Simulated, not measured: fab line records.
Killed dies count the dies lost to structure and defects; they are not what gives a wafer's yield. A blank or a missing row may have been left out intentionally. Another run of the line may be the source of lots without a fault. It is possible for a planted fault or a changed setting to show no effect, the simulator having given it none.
Which tool is to blame? :: flow sky130 :: 11 lots, 33 wafers sampled, at 4 steps of a route of 708

## WHAT EACH GAUGE READ, for each wafer
SKY_SD_N_OVL_MEAS_08.
lot: L293
measured: day 28 16:53
on: overlay-01
SD_N_OVL (nm): 1.3 1.4 -0.2

lot: L294
measured: day 28 20:06
on: overlay-02
SD_N_OVL (nm): 0.3 -1.9 -1.0

lot: L297
measured: day 29 14:34
on: overlay-01
SD_N_OVL (nm): -0.2 0.9 1.1

lot: L301
measured: day 31 14:53
on: overlay-02
SD_N_OVL (nm): 1.3 0.8 0.8

lot: L302
measured: day 32 06:48
on: overlay-01
SD_N_OVL (nm): -0.3 -0.3 0.4

lot: L304
measured: day 32 10:00
on: overlay-02
SD_N_OVL (nm): 1.1 1.8 2.4

lot: L307
measured: day 32 20:06
on: overlay-02
SD_N_OVL (nm): 1.4 0.9 0.4

lot: L308
measured: day 33 12:33
on: overlay-02
SD_N_OVL (nm): -0.7 -0.3 -2.5

lot: L312
measured: day 34 10:37
on: overlay-02
SD_N_OVL (nm): 2.3 1.9 1.1

lot: L314
measured: day 34 23:16
on: overlay-01
SD_N_OVL (nm): 0.4 -0.5 -0.1

lot: L315
measured: day 35 19:11
on: overlay-01
SD_N_OVL (nm): 0.5 -0.1 0.0

SKY_LI_CONTACT_THK_MEAS_01.
lot: L293
measured: day 28 18:05
on: film-metro-02
LI_CONTACT_HDPCVD_THK (nm): 938 942 944

lot: L294
measured: day 28 21:18
on: film-metro-01
LI_CONTACT_HDPCVD_THK (nm): 947 945 938

lot: L297
measured: day 29 15:46
on: film-metro-02
LI_CONTACT_HDPCVD_THK (nm): 924 926 950

lot: L301
measured: day 31 16:06
on: film-metro-02
LI_CONTACT_HDPCVD_THK (nm): 910 916 923

lot: L302
measured: day 32 08:01
on: film-metro-01
LI_CONTACT_HDPCVD_THK (nm): 943 937 944

lot: L304
measured: day 32 11:12
on: film-metro-04
LI_CONTACT_HDPCVD_THK (nm): 905 907 894

lot: L307
measured: day 32 21:22
on: film-metro-01
LI_CONTACT_HDPCVD_THK (nm): 933 931 925

lot: L308
measured: day 33 13:46
on: film-metro-02
LI_CONTACT_HDPCVD_THK (nm): 1420 929 932

lot: L312
measured: day 34 11:49
on: film-metro-04
LI_CONTACT_HDPCVD_THK (nm): 945 1435 1420

lot: L314
measured: day 35 00:32
on: film-metro-01
LI_CONTACT_HDPCVD_THK (nm): 927 918 944

lot: L315
measured: day 35 20:25
on: film-metro-02
LI_CONTACT_HDPCVD_THK (nm): 918 940 930

## WHAT TOOL EACH LOT RAN ON (gives the tool, then ch and the chambers of the sampled wafers, and finally the start)
lot: L293
SKY_LDD_HVP_STRIP_09: plasma-asher-03 ch 0,1, day 22 00:14
SKY_LI_CONTACT_HDPCVD_00: hdpcvd-02 ch 0,1,2, day 28 17:59

lot: L294
SKY_LDD_HVP_STRIP_09: plasma-asher-03 ch 0,1, day 22 12:38
SKY_LI_CONTACT_HDPCVD_00: hdpcvd-02 ch 0,1,2, day 28 21:12

lot: L297
SKY_LDD_HVP_STRIP_09: plasma-asher-02 ch 0,1, day 23 12:02
SKY_LI_CONTACT_HDPCVD_00: hdpcvd-01 ch 0,2, day 29 15:39

lot: L301
SKY_LDD_HVP_STRIP_09: plasma-asher-02 ch 0,1, day 25 15:02
SKY_LI_CONTACT_HDPCVD_00: hdpcvd-01 ch 0,2, day 31 15:58

lot: L302
SKY_LDD_HVP_STRIP_09: plasma-asher-02 ch 0,1, day 26 07:53
SKY_LI_CONTACT_HDPCVD_00: hdpcvd-02 ch 0,2, day 32 07:53

lot: L304
SKY_LDD_HVP_STRIP_09: plasma-asher-04 ch 0,1, day 26 11:00
SKY_LI_CONTACT_HDPCVD_00: hdpcvd-01 ch 0,1, day 32 11:06

lot: L307
SKY_LDD_HVP_STRIP_09: plasma-asher-02 ch 0,1, day 26 23:21
SKY_LI_CONTACT_HDPCVD_00: hdpcvd-02 ch 1,2, day 32 21:12

lot: L308
SKY_LDD_HVP_STRIP_09: plasma-asher-02 ch 0,1, day 27 17:00
SKY_LI_CONTACT_HDPCVD_00: hdpcvd-02 ch 0,1,2, day 33 13:40

lot: L312
SKY_LDD_HVP_STRIP_09: plasma-asher-03 ch 0,1, day 28 18:40
SKY_LI_CONTACT_HDPCVD_00: hdpcvd-02 ch 1,2, day 34 11:42

lot: L314
SKY_LDD_HVP_STRIP_09: plasma-asher-02 ch 0,1, day 29 06:20
SKY_LI_CONTACT_HDPCVD_00: hdpcvd-01 ch 0,2, day 35 00:22

lot: L315
SKY_LDD_HVP_STRIP_09: plasma-asher-04 ch 0,1, day 30 01:56
SKY_LI_CONTACT_HDPCVD_00: hdpcvd-01 ch 0,1,2, day 35 20:18
- SKY_LDD_HVP_STRIP_09: strips in O2/N2.
- SKY_LI_CONTACT_HDPCVD_00: deposits PSG, target thk 930 nm, time 155 s.

## AS READ BY THE TOOLS THEMSELVES (means over the sampled wafers that have a number; for cases with no such wafer, the mark the record gives instead)
SKY_LDD_HVP_STRIP_09.
lot: L293
tool: plasma-asher-03
chamber-pressure-mTorr (mTorr): 1499.7
drypump-motor-current-A (A): 5.6
oes-product-au (a.u.): 0.407
strip-time-to-endpoint-s (s): 4.142

lot: L294
tool: plasma-asher-03
chamber-pressure-mTorr (mTorr): 1500.2
drypump-motor-current-A (A): 5.5
oes-product-au (a.u.): 0.409
strip-time-to-endpoint-s (s): 4.145

lot: L297
tool: plasma-asher-02
chamber-pressure-mTorr (mTorr): 1498.7
drypump-motor-current-A (A): 5.7
oes-product-au (a.u.): 0.411
strip-time-to-endpoint-s (s): 4.124

lot: L301
tool: plasma-asher-02
chamber-pressure-mTorr (mTorr): 1500.0
drypump-motor-current-A (A): 5.9
oes-product-au (a.u.): 0.406
strip-time-to-endpoint-s (s): 4.124

lot: L302
tool: plasma-asher-02
chamber-pressure-mTorr (mTorr): 1500.9
drypump-motor-current-A (A): 6.0
oes-product-au (a.u.): 0.406
strip-time-to-endpoint-s (s): 4.118

lot: L304
tool: plasma-asher-04
chamber-pressure-mTorr (mTorr): 1500.6
drypump-motor-current-A (A): 5.6
oes-product-au (a.u.): 0.407
strip-time-to-endpoint-s (s): 4.144

lot: L307
tool: plasma-asher-02
chamber-pressure-mTorr (mTorr): 1501.7
drypump-motor-current-A (A): 5.9
oes-product-au (a.u.): 0.409
strip-time-to-endpoint-s (s): 4.131

lot: L308
tool: plasma-asher-02
chamber-pressure-mTorr (mTorr): 1500.0
drypump-motor-current-A (A): 5.9
oes-product-au (a.u.): 0.411
strip-time-to-endpoint-s (s): 4.136

lot: L312
tool: plasma-asher-03
chamber-pressure-mTorr (mTorr): 1499.8
drypump-motor-current-A (A): 5.6
oes-product-au (a.u.): 0.402
strip-time-to-endpoint-s (s): 4.128

lot: L314
tool: plasma-asher-02
chamber-pressure-mTorr (mTorr): 1499.6
drypump-motor-current-A (A): 6.0
oes-product-au (a.u.): 0.403
strip-time-to-endpoint-s (s): 4.102

lot: L315
tool: plasma-asher-04
chamber-pressure-mTorr (mTorr): 1499.8
drypump-motor-current-A (A): 5.7
oes-product-au (a.u.): 0.410
strip-time-to-endpoint-s (s): 4.139

## THE ANSWER, worked out from the rows above alone
Rule: usual is defined by the lots themselves. Put in order of their means at a reading, lots are off if they are a third of the lots or fewer, leave a main group of 4 or more, and stand apart from it by a gap of 3 or more times the standard deviation of the main group's means; of several such gaps the widest counts. A main group is skipped when, at the precision printed for the reading in the tables above, its means are all equal. Also off: a lot with no number at a reading for which 4 or more lots have one. Any other lot the step has rows for is counted as sound. Order of review: gauges by route order, followed by the tools' own readings, for which a lot's mean as printed above is used. At the first step where some lot is off, the reading lying furthest off is the one used; lots without a number count as furthest.
Off: L308, L312, seen at SKY_LI_CONTACT_THK_MEAS_01 (LI_CONTACT_HDPCVD_THK). The main group: mean 930 nm, standard deviation 13.
If a tool, at a process step before that reading, ran all the lots that are off and no sound lot after the first of them, it fits. The gauges at SKY_LI_CONTACT_THK_MEAS_01 are tried like those tools. One fits: SKY_LI_CONTACT_HDPCVD_00 on hdpcvd-02. A fault onset in the window from L307 (day 32 21:12, its last sound lot) to L308 (day 33 13:40, its first lot off) fits.

## WHAT THE SIMULATOR HAD PUT IN
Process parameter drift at SKY_LI_CONTACT_HDPCVD_00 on hdpcvd-02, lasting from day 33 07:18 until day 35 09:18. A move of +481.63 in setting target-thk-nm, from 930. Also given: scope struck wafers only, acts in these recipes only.
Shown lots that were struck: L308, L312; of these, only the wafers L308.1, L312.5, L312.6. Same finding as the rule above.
